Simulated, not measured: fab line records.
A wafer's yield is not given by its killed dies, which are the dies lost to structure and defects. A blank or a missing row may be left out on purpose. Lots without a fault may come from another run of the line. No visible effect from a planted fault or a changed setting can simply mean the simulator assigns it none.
fab line records	flow sky130
record: lots: 5	wafers: 15	lastDay: 50
route steps=708 shown VIA2@509 METAL3@532 CAPM@537
lots that met no fault: from a run of the same line without faults
startH: hours from the record's first day to the start of the lot's first wafer shown	waitH: hours from the lot's prior step to this one	" unchanged from the row above	L1.1+2: several wafers, shown together as one row	- no value present, or no start provided	* or withheld: withheld	< > ~ a bound
route shown NAME@n: names a module that has steps shown in the file, with the first one's number in the route	usual: mean/standard deviation taken from wafers without a fault	same: alike in all rows	chamber/n: place in a boat	sites: the reading at each site	_std_site: their standard deviation	_edge_site: the outer-site mean with the inner-site mean subtracted	radiusMm: for every site, how far away it sits from the centre of the wafer	mask NAME#n: copy n	behind: the most recent tool/chamber to have shaped the wafer	hold: the reason the lot was held/the length of the hold in hours/how it ended	device: which transistor (n, p or np) failed to switch	end of line: tests of these same wafers at the route's end	step lacking rows: just its recipe	killed: count of dies lost to structure and defects at first sort (not the wafer's yield)	map: dies across one wafer; x = killed, . = not, _ = none there
set.NAME: the setting that was run; set.NAME@STEP: the one run at that earlier step	model.NAME: the simulator's own value behind a step, which no gauge read
lots seen at some steps along the route; tables by step, rows by wafer
services: when a tool's chamber went out of use (startH, in hours from the record's first day, below 0 if earlier), for how many hours, and the reason
== steps ==
step: SKY_VIA2_CMP_02
recipe: material: SiO2	downForcePsi: 4	platenRpm: 60	padVelocityMS: 0.94248
usual: motorCurrentA: 11.5/0.87	platenRpm: 60.00/0.045
lot.wafer	tool	chamber	startH	waitH	motorCurrentA	platenRpm
L074.2	cmp-01	2	820.22	0.1	11.0	60.00
L074.4	"	0	"	"	11.8	59.99
L074.6	"	1	"	"	12.7	60.01
L082.2	cmp-02	2	889.19	0.0	13.5	60.04
L082.1	"	0	"	"	11.7	59.97
L082.6	"	2	"	"	12.0	60.04
L084.2	cmp-02	0	898.83	0.2	11.2	60.02
L084.5	"	0	"	"	11.6	60.08
L084.6	"	1	"	"	10.8	59.97
L086.4	cmp-01	2	916.00	3.2	11.2	60.02
L086.3	"	3	"	"	11.6	59.94
L086.2	"	1	"	"	12.5	60.05
L095.2	cmp-02	0	979.01	0.3	11.2	60.00
L095.1	"	1	"	"	10.8	60.10
L095.6	"	1	"	"	10.8	60.02
step: SKY_VIA2_BOW_MEAS_03
recipe: mode: bow
usual: VIA2_BOW: 84/7.1
lot.wafer	tool	chamber	startH	waitH	VIA2_BOW[um]
L074.2	filmMetro-04	-	820.49	0.2	88
L074.4	"	-	"	"	92
L074.6	"	-	"	"	73
L082.1	filmMetro-02	-	889.49	0.1	87
L082.2	"	-	"	"	79
L082.6	"	-	"	"	82
L084.2	filmMetro-01	-	899.15	0.3	84
L084.5	"	-	"	"	88
L084.6	"	-	"	"	93
L086.2	filmMetro-01	-	916.32	0.1	84
L086.3	"	-	"	"	93
L086.4	"	-	"	"	91
L095.1	filmMetro-01	-	979.31	0.2	97
L095.2	"	-	"	"	90
L095.6	"	-	"	"	83
step: SKY_VIA2_DEHYDRATE_04
recipe: tempC: 200	timeS: 60
lot.wafer	tool	chamber	startH	waitH
L074.2+4+6	lithoTrack-04	0	833.86	13.4
L082.1+2+6	lithoTrack-02	0	900.78	11.3
L084.2+5+6	lithoTrack-02	0	909.41	10.2
L086.2+3+4	lithoTrack-03	0	927.09	10.8
L095.1+2+6	lithoTrack-02	0	990.64	11.3
step: SKY_VIA2_HMDS_05
recipe: primeTimeS: 60	primeTempC: 120
lot.wafer	tool	chamber	startH	waitH
L074.2+4+6	lithoTrack-04	0	834.01	0.1
L082.1+2+6	lithoTrack-02	0	900.93	0.1
L084.2+5+6	lithoTrack-02	0	909.56	0.1
L086.2+3+4	lithoTrack-03	0	927.24	0.1
L095.1+2+6	lithoTrack-02	0	990.79	0.1
step: SKY_VIA2_COAT_06
recipe: resist: BARC	tempC: withheld	timeS: withheld	spinRpm: 3000	resistThkNm: 60
usual: spinSpeedRpm: 2999.9/2
lot.wafer	tool	chamber	startH	waitH	spinSpeedRpm
L074.2	lithoTrack-04	0	834.16	0.1	2998.7
L074.4	"	0	"	"	3000.4
L074.6	"	0	"	"	2998.5
L082.1	lithoTrack-02	0	901.08	0.1	3001.6
L082.2	"	0	"	"	2999.1
L082.6	"	0	"	"	2996.8
L084.2	lithoTrack-02	0	909.71	0.1	2998.7
L084.5	"	0	"	"	2999.6
L084.6	"	0	"	"	3001.3
L086.2	lithoTrack-03	0	927.39	0.1	2998.1
L086.3	"	0	"	"	2996.8
L086.4	"	0	"	"	3003.8
L095.1	lithoTrack-02	0	990.94	0.1	2999.9
L095.2	"	0	"	"	3003.4
L095.6	"	0	"	"	2999.8
step: SKY_VIA2_COAT_07
recipe: resist: KrF-thick	spinRpm: 3000	resistThkNm: 450
usual: spinSpeedRpm: 3000.4/1.9
lot.wafer	tool	chamber	startH	waitH	spinSpeedRpm
L074.2	lithoTrack-04	0	-	-	3000.3
L074.4	"	0	"	"	2999.0
L074.6	"	0	"	"	2998.1
L082.1	lithoTrack-02	0	-	-	3002.0
L082.2	"	0	"	"	3002.1
L082.6	"	0	"	"	3000.1
L084.2	lithoTrack-02	0	-	-	3000.2
L084.5	"	0	"	"	3003.5
L084.6	"	0	"	"	2999.4
L086.2	lithoTrack-03	0	-	-	2998.3
L086.3	"	0	"	"	2995.8
L086.4	"	0	"	"	2997.5
L095.1	lithoTrack-02	0	-	-	3001.8
L095.2	"	0	"	"	2998.2
L095.6	"	0	"	"	2999.6
step: SKY_VIA2_SOFTBAKE_08
recipe: tempC: 100	timeS: 90	resist: KrF-thick
lot.wafer	tool	chamber	startH	waitH
L074.2+4+6	lithoTrack-04	0	-	-
L082.1+2+6	lithoTrack-02	0	-	-
L084.2+5+6	lithoTrack-02	0	-	-
L086.2+3+4	lithoTrack-03	0	-	-
L095.1+2+6	lithoTrack-02	0	-	-
step: SKY_VIA2_EXPOSE_09
recipe: maskId: VIM2	na: 0.8	sourceShape: annular	sigmaInner: 0.55	sigmaOuter: 0.85	targetCdNm: 200	doseMj: 38
same: sigmaOuter: 0.85
lot.wafer	tool	chamber	startH	waitH	mask
L074.2+4+6	krfScanner-01	0	-	-	VIM2#0
L082.1+2+6	krfScanner-01	0	-	-	VIM2#0
L084.2+5+6	krfScanner-01	0	-	-	VIM2#0
L086.2+3+4	krfScanner-02	0	-	-	VIM2#0
L095.1+2+6	krfScanner-02	0	-	-	VIM2#0
step: SKY_VIA2_PEB_10
recipe: pebTempC: withheld	pebTimeS: withheld	resist: KrF-thick
lot.wafer	tool	chamber	startH	waitH
L074.2+4+6	lithoTrack-04	0	-	-
L082.1+2+6	lithoTrack-04	0	-	-
L084.2+5+6	lithoTrack-03	0	-	-
L086.2+3+4	lithoTrack-04	0	-	-
L095.1+2+6	lithoTrack-02	0	-	-
step: SKY_VIA2_DEVELOP_11
recipe: developTimeS: 60	resist: KrF-thick	devTempC: 21
lot.wafer	tool	chamber	startH	waitH
L074.2+4+6	lithoTrack-04	0	-	-
L082.1+2+6	lithoTrack-04	0	-	-
L084.2+5+6	lithoTrack-03	0	-	-
L086.2+3+4	lithoTrack-04	0	-	-
L095.1+2+6	lithoTrack-02	0	-	-
step: SKY_VIA2_CD_MEAS_12
recipe: targetCdNm: 200
usual: cdNm: 200.2/1.4
lot.wafer	tool	chamber	startH	waitH	cdNm
L074.2	cdSem-01	-	846.86	-	198.0
L074.4	"	-	"	"	198.6
L074.6	"	-	"	"	199.5
L082.1	cdSem-02	-	914.04	-	199.9
L082.2	"	-	"	"	198.5
L082.6	"	-	"	"	197.3
L084.2	cdSem-01	-	924.09	-	200.8
L084.5	"	-	"	"	203.0
L084.6	"	-	"	"	199.7
L086.2	cdSem-01	-	940.81	-	199.7
L086.3	"	-	"	"	199.8
L086.4	"	-	"	"	201.0
L095.1	cdSem-02	-	1002.99	-	201.1
L095.2	"	-	"	"	198.8
L095.6	"	-	"	"	200.1
step: SKY_VIA2_OVL_MEAS_13
usual: VIA2_OVL: -2/4.9
lot.wafer	tool	chamber	startH	waitH	VIA2_OVL[nm]
L074.2	overlay-01	-	846.96	0.1	-3
L074.4	"	-	"	"	-1
L074.6	"	-	"	"	-2
L082.1	overlay-01	-	914.16	0.1	5
L082.2	"	-	"	"	3
L082.6	"	-	"	"	-1
L084.2	overlay-02	-	924.19	0.1	-4
L084.5	"	-	"	"	1
L084.6	"	-	"	"	2
L086.2	overlay-02	-	940.91	0.1	0
L086.3	"	-	"	"	5
L086.4	"	-	"	"	1
L095.1	overlay-02	-	1003.11	0.1	1
L095.2	"	-	"	"	-2
L095.6	"	-	"	"	-5
step: SKY_VIA2_ETCH_14
recipe: chemistry: N2/H2	target: BARC	ionEnergyEv: 200	sourceW: 500	biasW: 100	pressureMtorr: 30	n2FlowSccm: 100	h2FlowSccm: 200	stopOn: SiO2	timeS: 45.9	targetDepthA: 600
usual: drypumpMotorCurrentA: 5.7/0.4	n2FlowSccm: 99.95/0.3	oesProductAu: 0.856/0.005	throttleValvePct: 13.225/0.0095
lot.wafer	tool	chamber	startH	waitH	drypumpMotorCurrentA	n2FlowSccm	oesProductAu	rfHoursCounterH	throttleValvePct
L074.2	rieDiel-01	2	846.99	0.0	5.3	99.79	0.862	9	13.229
L074.4	"	0	"	"	6.4	100.15	0.852	14	13.232
L074.6	"	1	"	"	5.9	100.18	0.851	-	13.219
L082.1	rieDiel-04	2	914.19	0.0	5.5	100.07	0.851	7	13.212
L082.2	"	3	"	"	5.5	99.84	0.856	19	13.237
L082.6	"	3	"	"	5.4	100.07	0.859	-	13.231
L084.2	rieDiel-01	1	924.22	0.0	5.9	99.97	0.858	1	13.215
L084.5	"	2	"	"	5.3	100.18	0.853	-	13.238
L084.6	"	3	"	"	5.1	100.01	0.850	-	13.229
L086.2	rieDiel-04	3	940.94	0.0	5.5	99.42	0.856	20	13.220
L086.3	"	1	"	"	5.5	99.83	0.855	9	13.216
L086.4	"	0	"	"	6.2	99.97	0.852	20	13.215
L095.1	rieDiel-02	3	1003.14	0.0	6.2	99.36	0.852	27	13.216
L095.2	"	1	"	"	5.7	99.70	0.858	19	13.230
L095.6	"	3	"	"	6.1	100.00	0.853	-	13.224
step: SKY_VIA2_ETCH_15
recipe: target: SiO2	chemistry: C4F8/O2/Ar	targetDepthNm: 546	stopOn: TiN	maskMaterial: KrF-thick	sourceW: 1500	biasW: 1200	pressureMtorr: 40	c4f8FlowSccm: withheld	O2_flow_sccm: 6	Ar_flow_sccm: 300	timeS: 84
usual: oesProductAu: 0.940/0.0053
lot.wafer	tool	chamber	startH	waitH	oesProductAu	rfHoursCounterH
L074.2	rieDiel-01	2	847.04	0.0	0.938	9
L074.4	"	0	"	"	0.941	14
L074.6	"	1	"	"	0.938	-
L082.1	rieDiel-04	2	914.24	0.0	0.938	7
L082.2	"	3	"	"	0.941	19
L082.6	"	3	"	"	0.944	-
L084.2	rieDiel-01	1	924.27	0.0	0.945	1
L084.5	"	2	"	"	0.936	-
L084.6	"	3	"	"	0.938	-
L086.2	rieDiel-04	3	940.99	0.0	0.932	20
L086.3	"	1	"	"	0.937	9
L086.4	"	0	"	"	0.934	20
L095.1	rieDiel-02	3	1003.18	0.0	0.941	27
L095.2	"	1	"	"	0.937	19
L095.6	"	3	"	"	0.936	-
step: SKY_VIA2_STRIP_16
recipe: chemistry: O2/N2	powerW: 1400	pressureMtorr: 1500	platenTempC: withheld	o2FlowSccm: 3000	n2FlowSccm: 300	overashFraction: 0.5
usual: drypumpMotorCurrentA: 5.9/0.42	n2FlowSccm: 300.0/0.9	oesProductAu: 0.399/0.0051	stripTimeToEndpointS: 4.059/0.023
lot.wafer	tool	chamber	startH	waitH	drypumpMotorCurrentA	n2FlowSccm	oesProductAu	rfHoursCounterH	stripTimeToEndpointS
L074.2	plasmaAsher-04	0	847.10	0.0	5.7	300.7	0.390	104	4.062
L074.4	"	1	"	"	6.1	300.1	0.400	-	4.033
L074.6	"	0	"	"	5.7	299.9	0.401	-	4.022
L082.1	plasmaAsher-02	0	914.30	0.0	5.3	300.9	0.407	75	4.070
L082.2	"	1	"	"	5.6	300.8	0.401	75	4.051
L082.6	"	1	"	"	5.6	301.7	0.397	-	4.051
L084.2	plasmaAsher-01	1	924.33	0.0	6.6	299.8	0.399	18	4.068
L084.5	"	0	"	"	5.7	301.1	0.396	-	4.097
L084.6	"	1	"	"	6.6	298.6	0.401	-	4.084
L086.2	plasmaAsher-02	1	941.05	0.0	5.6	298.9	0.402	77	4.093
L086.3	"	0	"	"	5.3	299.8	0.392	-	4.043
L086.4	"	1	"	"	5.6	300.1	0.401	-	4.067
L095.1	plasmaAsher-04	1	1003.25	0.0	6.1	297.9	0.399	121	4.079
L095.2	"	0	"	"	5.7	299.7	0.411	121	4.080
L095.6	"	0	"	"	5.7	300.4	0.409	-	4.070
step: SKY_VIA2_STRIP_17
recipe: chemistry: postEtchResidueRemover	timeS: 1200	tempC: 72.5
lot.wafer	tool	chamber	startH	waitH
L074.2+4+6	wetBench-02	3	847.20	0.1
L082.1+2+6	wetBench-01	1	914.40	0.1
L084.2+5+6	wetBench-04	2	924.43	0.1
L086.2+3+4	wetBench-01	0	941.15	0.1
L095.1+2+6	wetBench-02	2	1003.35	0.1
step: SKY_VIA2_CLEAN_18
recipe: chemistry: IPA	timeS: 180	tempC: 25
lot.wafer	tool	chamber	startH	waitH
L074.2+4+6	wetBench-04	2	847.54	0.0
L082.1+2+6	wetBench-02	0	914.74	0.0
L084.2+5+6	wetBench-01	1	924.77	0.0
L086.2+3+4	wetBench-01	3	941.49	0.0
L095.1+2+6	wetBench-04	0	1003.80	0.1
step: SKY_VIA2_CLEAN_19
recipe: chemistry: O3/DIW	dry: n2Spin
lot.wafer	tool	chamber	startH	waitH
L074.2+4+6	wetBench-02	0	847.60	0.0
L082.1+2+6	wetBench-04	2	914.81	0.0
L084.2+5+6	wetBench-01	2	924.83	0.0
L086.2+3+4	wetBench-01	1	941.55	0.0
L095.1+2+6	wetBench-04	2	1004.00	0.1
step: SKY_VIA2_SPUTTER_20
recipe: material: TiN	targetThkNm: 20	chamberPressurePa: 5	powerW: 4000	timeS: 80
usual: throttleValvePct: 29.7/1.1
lot.wafer	tool	chamber	startH	waitH	throttleValvePct
L074.2	pvdSputter-02	-	847.69	0.0	28.5
L074.4	"	-	"	"	28.5
L074.6	"	-	"	"	28.1
L082.1	pvdSputter-01	-	914.90	0.0	28.8
L082.2	"	-	"	"	28.4
L082.6	"	-	"	"	28.4
L084.2	pvdSputter-04	-	924.92	0.0	30.1
L084.5	"	-	"	"	30.2
L084.6	"	-	"	"	31.1
L086.2	pvdSputter-04	-	941.64	0.0	31.2
L086.3	"	-	"	"	28.9
L086.4	"	-	"	"	29.9
L095.1	pvdSputter-01	-	1004.10	0.0	28.3
L095.2	"	-	"	"	31.0
L095.6	"	-	"	"	28.6
step: SKY_VIA2_CVD_21
recipe: material: W	targetThkNm: 420	timeS: 126.4	tempC: 400	pressureTorr: 40
usual: heaterPowerW: 801/73
lot.wafer	tool	chamber	startH	waitH	heaterPowerW
L074.2	cvdW-01	0	847.75	0.0	848
L074.4	"	0	"	"	877
L074.6	"	1	"	"	978
L082.1	cvdW-02	1	914.96	0.0	752
L082.2	"	1	"	"	768
L082.6	"	1	"	"	735
L084.2	cvdW-01	0	924.98	0.0	801
L084.5	"	0	"	"	811
L084.6	"	1	"	"	957
L086.2	cvdW-02	0	941.70	0.0	764
L086.3	"	1	"	"	752
L086.4	"	0	"	"	787
L095.1	cvdW-01	1	1004.16	0.0	982
L095.2	"	0	"	"	808
L095.6	"	1	"	"	959
step: SKY_VIA2_RS_MEAS_22
recipe: thkMeasGauge: four-point-probe	reads: W_of_VIA2_CVD_21+TiN_of_VIA2_SPUTTER_20
usual: VIA2_W_RS: 0.2740/0.0024
lot.wafer	tool	chamber	startH	waitH	VIA2_W_RS[ohm/sq]
L074.2	filmMetro-04	-	847.90	0.1	0.2721
L074.4	"	-	"	"	0.2753
L074.6	"	-	"	"	0.2784
L082.1	filmMetro-04	-	915.22	0.2	0.2696
L082.2	"	-	"	"	0.2730
L082.6	"	-	"	"	0.2731
L084.2	filmMetro-04	-	925.13	0.1	0.2718
L084.5	"	-	"	"	0.2720
L084.6	"	-	"	"	0.2775
L086.2	filmMetro-02	-	941.85	0.1	0.2728
L086.3	"	-	"	"	0.2758
L086.4	"	-	"	"	0.2753
L095.1	filmMetro-02	-	1004.33	0.1	0.2770
L095.2	"	-	"	"	0.2715
L095.6	"	-	"	"	0.2757
step: SKY_VIA2_THK_MEAS_23
recipe: thkMeasGauge: xrf	reads: W_of_VIA2_CVD_21
usual: VIA2_W_THK: 410/6.3
lot.wafer	tool	chamber	startH	waitH	VIA2_W_THK[nm]
L074.2	filmMetro-04	-	848.01	0.1	416
L074.4	"	-	"	"	412
L074.6	"	-	"	"	404
L082.1	filmMetro-04	-	915.34	0.1	415
L082.2	"	-	"	"	407
L082.6	"	-	"	"	408
L084.2	filmMetro-04	-	925.24	0.1	413
L084.5	"	-	"	"	410
L084.6	"	-	"	"	404
L086.2	filmMetro-02	-	941.96	0.1	407
L086.3	"	-	"	"	408
L086.4	"	-	"	"	406
L095.1	filmMetro-02	-	1004.45	0.1	401
L095.2	"	-	"	"	410
L095.6	"	-	"	"	407
step: SKY_VIA2_CMP_24
recipe: stopOn: SiO2	tOverpolishS: 20	downForcePsi: 3.5	platenRpm: 60	targetThkNm: 0	padVelocityMS: 0.94248
usual: motorCurrentA: 10.6/0.81	overpolishRunS: 19.999/0.0088	platenRpm: 60.00/0.047	timeToEndpointS: 101.1/2.8
lot.wafer	tool	chamber	startH	waitH	motorCurrentA	overpolishRunS	platenRpm	timeToEndpointS
L074.4	cmp-01	0	848.14	0.1	10.7	19.991	60.02	103.4
L074.2	"	1	"	"	11.7	19.999	60.02	101.8
L074.6	"	1	"	"	11.2	19.991	59.98	102.2
L082.1	cmp-01	3	916.40	1.1	10.4	20.017	59.91	104.1
L082.2	"	0	"	"	10.9	20.003	60.02	103.4
L082.6	"	2	"	"	10.2	19.995	59.94	103.1
L084.2	cmp-01	2	925.44	0.2	10.3	20.011	59.98	101.6
L084.5	"	3	"	"	10.3	19.993	60.08	101.7
L084.6	"	0	"	"	10.3	20.006	59.97	101.4
L086.3	cmp-02	3	942.06	0.1	10.1	19.989	59.95	102.3
L086.2	"	0	"	"	10.8	20.015	59.97	100.9
L086.4	"	1	"	"	10.3	19.991	60.05	99.3
L095.2	cmp-02	1	1004.68	0.2	9.6	19.992	59.99	97.8
L095.1	"	2	"	"	11.4	19.996	59.94	103.2
L095.6	"	3	"	"	9.8	19.988	60.00	99.6
step: SKY_METAL3_SPUTTER_00
recipe: material: Ti	targetThkNm: 15	powerW: 3000	timeS: 10	chamberPressurePa: 0.4
usual: throttleValvePct: 29.8/0.98
lot.wafer	tool	chamber	startH	waitH	throttleValvePct
L074.2	pvdSputter-02	-	848.44	0.2	28.8
L074.4	"	-	"	"	29.9
L074.6	"	-	"	"	28.6
L082.1	pvdSputter-03	-	916.60	0.1	31.0
L082.2	"	-	"	"	29.9
L082.6	"	-	"	"	30.0
L084.2	pvdSputter-04	-	925.59	0.1	28.8
L084.5	"	-	"	"	31.1
L084.6	"	-	"	"	30.0
L086.2	pvdSputter-03	-	942.31	0.1	30.4
L086.3	"	-	"	"	30.3
L086.4	"	-	"	"	30.9
L095.1	pvdSputter-03	-	1004.88	0.1	29.9
L095.2	"	-	"	"	30.0
L095.6	"	-	"	"	29.9
step: SKY_METAL3_SPUTTER_01
recipe: material: TiN	targetThkNm: 20	powerW: 6500	timeS: 16.7	chamberPressurePa: 0.4
usual: throttleValvePct: 29.8/0.98
lot.wafer	tool	chamber	startH	waitH	throttleValvePct
L074.2	pvdSputter-02	-	848.46	0.0	28.5
L074.4	"	-	"	"	30.2
L074.6	"	-	"	"	28.7
L082.1	pvdSputter-03	-	916.62	0.0	30.8
L082.2	"	-	"	"	30.1
L082.6	"	-	"	"	30.0
L084.2	pvdSputter-04	-	925.61	0.0	28.9
L084.5	"	-	"	"	31.2
L084.6	"	-	"	"	30.0
L086.2	pvdSputter-03	-	942.34	0.0	30.4
L086.3	"	-	"	"	30.3
L086.4	"	-	"	"	30.7
L095.1	pvdSputter-03	-	1004.90	0.0	30.2
L095.2	"	-	"	"	29.9
L095.6	"	-	"	"	29.9
step: SKY_METAL3_SPUTTER_02
recipe: material: AlCu	targetThkNm: 735	powerW: 10600	timeS: 39.1	chamberPressurePa: 0.4
usual: throttleValvePct: 29.8/1
lot.wafer	tool	chamber	startH	waitH	throttleValvePct
L074.2	pvdSputter-02	-	848.49	0.0	28.3
L074.4	"	-	"	"	30.4
L074.6	"	-	"	"	28.7
L082.1	pvdSputter-03	-	916.65	0.0	31.3
L082.2	"	-	"	"	30.0
L082.6	"	-	"	"	29.6
L084.2	pvdSputter-04	-	925.64	0.0	29.0
L084.5	"	-	"	"	31.1
L084.6	"	-	"	"	30.0
L086.2	pvdSputter-03	-	942.36	0.0	30.0
L086.3	"	-	"	"	29.8
L086.4	"	-	"	"	30.9
L095.1	pvdSputter-03	-	1004.93	0.0	30.3
L095.2	"	-	"	"	30.1
L095.6	"	-	"	"	29.9
step: SKY_METAL3_SPUTTER_03
recipe: material: Ti	targetThkNm: 5	powerW: 2885	timeS: 3.3	chamberPressurePa: 0.4
usual: throttleValvePct: 29.8/0.98
lot.wafer	tool	chamber	startH	waitH	throttleValvePct
L074.2	pvdSputter-02	-	848.52	0.0	28.4
L074.4	"	-	"	"	30.1
L074.6	"	-	"	"	28.6
L082.1	pvdSputter-03	-	916.69	0.0	30.9
L082.2	"	-	"	"	30.2
L082.6	"	-	"	"	29.9
L084.2	pvdSputter-04	-	925.68	0.0	28.8
L084.5	"	-	"	"	31.1
L084.6	"	-	"	"	29.7
L086.2	pvdSputter-03	-	942.40	0.0	30.2
L086.3	"	-	"	"	29.9
L086.4	"	-	"	"	30.9
L095.1	pvdSputter-03	-	1004.97	0.0	29.9
L095.2	"	-	"	"	30.1
L095.6	"	-	"	"	29.9
step: SKY_METAL3_SPUTTER_04
recipe: material: TiN	targetThkNm: 70	powerW: 6500	timeS: 58.3	chamberPressurePa: 0.4
usual: throttleValvePct: 29.8/1
lot.wafer	tool	chamber	startH	waitH	throttleValvePct
L074.2	pvdSputter-02	-	848.54	0.0	28.5
L074.4	"	-	"	"	30.3
L074.6	"	-	"	"	28.5
L082.1	pvdSputter-03	-	916.71	0.0	30.7
L082.2	"	-	"	"	30.1
L082.6	"	-	"	"	30.2
L084.2	pvdSputter-04	-	925.70	0.0	28.8
L084.5	"	-	"	"	31.2
L084.6	"	-	"	"	29.9
L086.2	pvdSputter-03	-	942.42	0.0	30.3
L086.3	"	-	"	"	29.8
L086.4	"	-	"	"	31.0
L095.1	pvdSputter-03	-	1004.99	0.0	30.1
L095.2	"	-	"	"	29.8
L095.6	"	-	"	"	29.6
step: SKY_CAPM_CVD_00
recipe: material: SiO2	targetThkNm: 15.5	tempC: 400	timeS: withheld	rfW: 450
usual: heaterPowerW: 691/86
lot.wafer	tool	chamber	startH	waitH	heaterPowerW
L074.2	pecvd-03	0	848.59	0.0	753
L074.4	"	1	"	"	768
L074.6	"	2	"	"	668
L082.1	pecvd-04	1	916.75	0.0	723
L082.2	"	0	"	"	834
L082.6	"	1	"	"	690
L084.2	pecvd-01	2	925.75	0.0	535
L084.5	"	1	"	"	683
L084.6	"	2	"	"	524
L086.2	pecvd-04	1	942.47	0.0	599
L086.3	"	0	"	"	726
L086.4	"	2	"	"	606
L095.1	pecvd-01	2	1005.03	0.0	539
L095.2	"	0	"	"	748
L095.6	"	2	"	"	543
step: SKY_CAPM_THK_MEAS_01
recipe: reads: SiO2_of_CAPM_CVD_00
usual: CAPM_CVD_00_THK: 15.50/0.21
lot.wafer	tool	chamber	startH	waitH	CAPM_CVD_00_THK[nm]
L074.2	filmMetro-04	-	848.62	-	15.29
L074.4	"	-	"	"	15.43
L074.6	"	-	"	"	15.84
L082.1	filmMetro-04	-	916.78	-	15.44
L082.2	"	-	"	"	15.61
L082.6	"	-	"	"	15.70
L084.2	filmMetro-04	-	925.79	-	15.31
L084.5	"	-	"	"	15.48
L084.6	"	-	"	"	15.32
L086.2	filmMetro-01	-	942.50	-	15.45
L086.3	"	-	"	"	15.81
L086.4	"	-	"	"	15.98
L095.1	filmMetro-01	-	1005.08	-	15.28
L095.2	"	-	"	"	15.47
L095.6	"	-	"	"	15.59
step: SKY_CAPM_SPUTTER_02
recipe: material: TiN	targetThkNm: 200	tempC: 300	powerW: 6500	timeS: 166.7	chamberPressurePa: 0.4
usual: throttleValvePct: 29.9/0.99
lot.wafer	tool	chamber	startH	waitH	throttleValvePct
L074.2	pvdSputter-01	-	848.67	0.0	28.4
L074.4	"	-	"	"	28.3
L074.6	"	-	"	"	28.5
L082.1	pvdSputter-04	-	916.84	0.1	31.1
L082.2	"	-	"	"	30.7
L082.6	"	-	"	"	30.2
L084.2	pvdSputter-03	-	925.84	0.0	30.5
L084.5	"	-	"	"	31.0
L084.6	"	-	"	"	29.7
L086.2	pvdSputter-03	-	942.55	0.0	29.9
L086.3	"	-	"	"	30.7
L086.4	"	-	"	"	30.1
L095.1	pvdSputter-04	-	1005.14	0.1	30.7
L095.2	"	-	"	"	31.1
L095.6	"	-	"	"	30.9
== services ==
tool	chamber	startH	hours	kind
cmp-01	-	804.41	1.6	repair
cmp-02	-	820.18	0.4	repair
rieDiel-04	3	821.35	2.6	repair
pvdSputter-04	-	827.77	0.7	repair
pvdSputter-02	-	850.71	7.7	repair
pvdSputter-04	-	851.90	3.4	repair
rieDiel-04	1	852.33	9.6	repair
rieDiel-04	-	858.91	2.8	pm
cmp-01	-	887.65	1.0	repair
wetBench-01	-	889.13	1.7	repair
cmp-02	-	893.31	0.8	repair
rieDiel-01	3	907.23	3.8	repair
cmp-02	-	911.78	5.5	pm
cmp-01	-	912.00	4.0	pm
wetBench-02	-	927.29	1.5	repair
pvdSputter-04	-	930.40	5.9	repair
cmp-02	-	931.39	0.3	repair
pvdSputter-03	-	938.90	3.0	repair
wetBench-01	-	960.89	2.1	repair
wetBench-02	-	969.67	1.9	pm
pvdSputter-03	-	974.23	3.2	repair
rieDiel-04	0	982.83	8.3	repair
cmp-01	-	983.23	4.0	repair
pvdSputter-02	-	986.64	3.1	repair
== key ==
fault none
